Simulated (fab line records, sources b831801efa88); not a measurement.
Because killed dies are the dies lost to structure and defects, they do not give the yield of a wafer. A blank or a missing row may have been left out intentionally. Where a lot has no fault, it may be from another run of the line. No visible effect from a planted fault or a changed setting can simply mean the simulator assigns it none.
Problem report, 8D (eight disciplines) form, completed by code	flow sky130	the parts of the form that need people (team, actions taken, sign-off) are left out

1. THE PROBLEM
At SKY_METAL2_SPUTTER_02, chamber_pressure_pa averages 0.3741 Pa over 6 wafers from 2 lots, while fault-free wafers read 0.4000 Pa, standard deviation 0.00085. That puts it -30 standard deviations away from the usual mean.
The step: material AlCu, target thk 250 nm, time 13.3 s.
Earliest sighting: wafer L131.1 on pvd_sputter-01 at day 36 02:47. Wafers with a number at this step in the record: 18, from 6 lots. Rule for "out", or "out of limits": more than 4 standard deviations from the usual mean. All remaining wafers that have a number are taken as sound.

2. WHAT IT IS; WHAT IT IS NOT
question	is	is not
which readings at this step	chamber_pressure_pa	-
which lots	L131, L132	L125, L127, L143, L147
which wafers of those lots	all that have a number	-
read on which tools	pvd_sputter-01	pvd_sputter-03, pvd_sputter-04
when	from day 36 02:47	up to then (6 sound wafers); but 6 sound wafers of L143, L147 came after

3. SUSPECTS, AND WHAT RULES EACH OUT
Counting: any tool at a process step up to the reading is kept as a suspect provided that every lot that is out went through it and no sound lot did after the first of them.
- pvd_sputter-04 at SKY_VIA1_SPUTTER_20 (material TiN, target thk 20 nm, time 80 s): kept. It ran every lot that is out, first L131 (day 36 02:02), and no sound lot after that.
- cmp-01 at SKY_VIA1_CMP_24 (polishes, stops on SiO2, t overpolish 15 s, target thk 0 nm): ruled out as a lasting fault. Sound lots L147 ran on it after its first lot that is out, L131 (day 36 02:29).
- pvd_sputter-01 at SKY_METAL2_SPUTTER_02 (material AlCu, target thk 250 nm, time 13.3 s): kept. It processed each lot that is out, first L131 at day 36 02:47, and no sound lot thereafter; up to then, the last sound lot it processed was L127 at day 35 03:54. Its own readings are out on those wafers: chamber_pressure_pa.
What counting leaves: pvd_sputter-04 at SKY_VIA1_SPUTTER_20 and pvd_sputter-01 at SKY_METAL2_SPUTTER_02.

4. THE CAUSE (what the simulator had put in)
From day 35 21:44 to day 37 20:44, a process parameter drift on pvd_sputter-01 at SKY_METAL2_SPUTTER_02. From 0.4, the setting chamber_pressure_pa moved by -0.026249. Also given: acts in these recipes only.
2 suspects survive the count, and this tool is in that group.

5. SEQUENCE OF EFFECTS, ordered by route
One row per reading whose mean, taken over the struck wafers that have a number, lies over 3 standard deviations from the usual. Only readings for which the record gives a usual standard deviation are gone through. hours: the time from each lot's start at the first step in this table that gives one to its start at this step, as a median over the lots. sigmas: the change in usual standard deviations.
hours	step	reading	usual	on struck wafers	change	sigmas
0	SKY_METAL2_SPUTTER_02	chamber_pressure_pa	0.4000 Pa	0.3741	-0.0259	-30
Process steps it contains:
- SKY_METAL2_SPUTTER_02: material AlCu, target thk 250 nm, time 13.3 s.

6. HOW IT WOULD HAVE BEEN CAUGHT EARLIER
The fault began at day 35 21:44; the first out-of-limits reading in this record came at day 36 02:47, 5 hours later.
